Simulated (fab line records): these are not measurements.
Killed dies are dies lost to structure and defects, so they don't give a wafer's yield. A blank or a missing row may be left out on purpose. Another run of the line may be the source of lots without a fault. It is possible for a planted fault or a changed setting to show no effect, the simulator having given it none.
A lot that was struck, set against a sound lot	flow sky130	32 steps out of a route of 708
Sound: these wafers, L886.1, L886.2, L886.6. The struck wafers were L900.2, L900.4, L900.6. The cause comes at the end.
Order at every step that has rows: each side's tool, ch and its chambers, its first start. Under that, the readings that differ: sound wafers	struck wafers	difference of the means	sigmas: that difference in standard deviations of wafers without a fault.
alike: words and numbers the same on both sides, and readings whose means are apart by under 2 such deviations; not compared: readings that were withheld, readings missing a value for some wafer, numbers with overlapping values and no deviation given by the record, and bounds like >300 which may hide the same value.
Wherever a step has rows on one side only, a row that says differs or no value, or a row with sigmas, the two part there. Numbers that have no deviation but don't overlap get no sigmas and don't part them. Lack of a reading on every wafer of one side parts them only where that side has two or more wafers.

SKY_PWDE_OVL_MEAS_07:
  sound on overlay-01, day 4 13:38; struck on overlay-01, day 7 02:17
  alike: PWDE_OVL
then, 1 step without rows for these wafers: SKY_PWDE_IMPLANT_08.
SKY_PWDE_STRIP_09: strips in O2/N2.
  sound on plasma_asher-01 ch 0,1, day 4 13:49; struck on plasma_asher-04 ch 0,1, day 7 02:28
  alike: drypump_motor_current_A, oes_product_au, strip_time_to_endpoint_s
  not compared: rf_hours_counter_h
SKY_PWDE_TW_MEAS_10:
  sound on film_metro-04, day 4 13:55; struck on film_metro-04, day 7 02:35
  alike: PWDE_TW
then, 7 steps without rows for these wafers: SKY_NWELL_DEHYDRATE_03 (time 60 s); SKY_NWELL_HMDS_04 (prime time 60 s); SKY_NWELL_COAT_05 (resist thk 3000 nm); SKY_NWELL_SOFTBAKE_06; SKY_NWELL_EXPOSE_07 (exposes mask NWM, target cd 840 nm); SKY_NWELL_PEB_08; SKY_NWELL_DEVELOP_09 (develop time 60 s).
SKY_NWELL_OVL_MEAS_10:
  sound on overlay-01, day 5 07:37; struck on overlay-01, day 7 22:10
  alike: NWELL_00_OVL
SKY_NWELL_IMPLANT_11:
  sound on implanter-03 ch 0, day 5 07:38; struck on implanter-01 ch 0, day 7 22:13
reading	sound	struck	difference	sigmas
dose_ions_cm2	1.8986e+13 1.9001e+13 1.8998e+13	2.1728e+13 2.1739e+13 2.1752e+13	+2.7447e+12	+99 or more
faraday_current_uA	106.6 109.4 106.8	121.7 123.3 125.7	+16.0	+7
then, 2 steps without rows for these wafers: SKY_NWELL_IMPLANT_12; SKY_NWELL_IMPLANT_13.
SKY_NWELL_STRIP_14: strips in O2/N2.
  sound on plasma_asher-02 ch 0,1, day 5 08:05; struck on plasma_asher-03 ch 0,1, day 7 22:38
  alike: drypump_motor_current_A, oes_product_au, strip_time_to_endpoint_s
  not compared: rf_hours_counter_h
SKY_NWELL_TW_MEAS_15:
  sound on film_metro-04, day 5 08:11; struck on film_metro-02, day 7 22:45
reading	sound	struck	difference	sigmas
NWELL_TW	1810 1813 1824	1890 1888 1881	+71	+4
then, 7 steps without rows for these wafers: SKY_NWELL_DEHYDRATE_16 (time 60 s); SKY_NWELL_HMDS_17 (prime time 60 s); SKY_NWELL_COAT_18 (resist thk 3000 nm); SKY_NWELL_SOFTBAKE_19; SKY_NWELL_EXPOSE_20 (exposes mask NWM COMPLEMENT, target cd 840 nm); SKY_NWELL_PEB_21; SKY_NWELL_DEVELOP_22 (develop time 60 s).
SKY_NWELL_OVL_MEAS_23:
  sound on overlay-01, day 6 02:19; struck on overlay-01, day 8 19:13
  alike: NWELL_01_OVL
then, 1 step without rows for these wafers: SKY_NWELL_IMPLANT_24.
SKY_NWELL_STRIP_25: strips in O2/N2.
  sound on plasma_asher-03 ch 0,1, day 6 02:30; struck on plasma_asher-02 ch 0,1, day 8 19:23
  alike: drypump_motor_current_A, oes_product_au, strip_time_to_endpoint_s
  not compared: rf_hours_counter_h
SKY_NWELL_TW_MEAS_26:
  sound on film_metro-04, day 6 02:36; struck on film_metro-04, day 8 19:30
  alike: NWELL_2_TW
then, 1 step without rows for these wafers: SKY_NWELL_CLEAN_27 (cleans in SC1/SC2, time 150 s).
SKY_NWELL_RTA_28: time 30 s.
  sound on rtp_anneal-02 ch 0, day 6 02:43; struck on rtp_anneal-01 ch 0, day 8 19:37
  alike: lamp_power_pct, wafer_temp_C_max
SKY_NWELL_RS_MEAS_29: uses a four-point probe to measure.
  sound on film_metro-02, day 6 02:49; struck on film_metro-02, day 8 19:43
reading	sound	struck	difference	sigmas
NWELL_RS (ohm/sq)	622.0 625.4 624.2	580.2 580.6 580.8	-43.3	-23
-- the record jumps here: 41 days lie between the struck wafers' starts before and after (it left off in module NWELL and takes up again in module PAD_OPEN, whose first step shown is number 708 of the route) --
SKY_PAD_OPEN_PROBE_99:
  sound on prober-02, day 46 11:12; struck on prober-02, day 49 10:55
reading	sound	struck	difference	sigmas
model.etest.nfet_16v.r_on_ohm_um	1.422e+04 1.427e+04 1.427e+04	1.331e+04 1.346e+04 1.34e+04	-8.633e+02	
model.etest.res_nwell.line_ohm_um	1092 1087 1100	1036 1016 1002	-75	
model.etest.res_nwell.rs_ohm_sq	932.2 939.4 932.3	879.4 856.6 840.7	-75.7	
model.etest.field_p.vt_v (V)	-42.04 -42.16 -41.81	-44.78 -42.94 -42.46	-1.39	
model.etest.pfet_16v.vt_v (V)	-1.084 -1.089 -1.087	-1.125 -1.119 -1.122	-0.035	
model.etest.pfet_g5v0d10v5.vt_long_v (V)	-0.9201 -0.9231 -0.9173	-0.9549 -0.9477 -0.9506	-0.0309	
  alike: killed_at_M0_to_M3, killed_at_M4_up, killed_at_contacts, killed_at_front_end, killed_at_other, killed_dies, killed_open, killed_short

WHERE THEY PART
Earliest at SKY_NWELL_IMPLANT_11; latest, in this record, at SKY_NWELL_RS_MEAS_29. Later steps at which nothing parts them and some readings are alike: SKY_PAD_OPEN_PROBE_99.

WHY: what had been put in by the simulator
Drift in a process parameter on implanter-01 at SKY_NWELL_IMPLANT_11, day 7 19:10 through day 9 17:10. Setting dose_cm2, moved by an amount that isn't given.
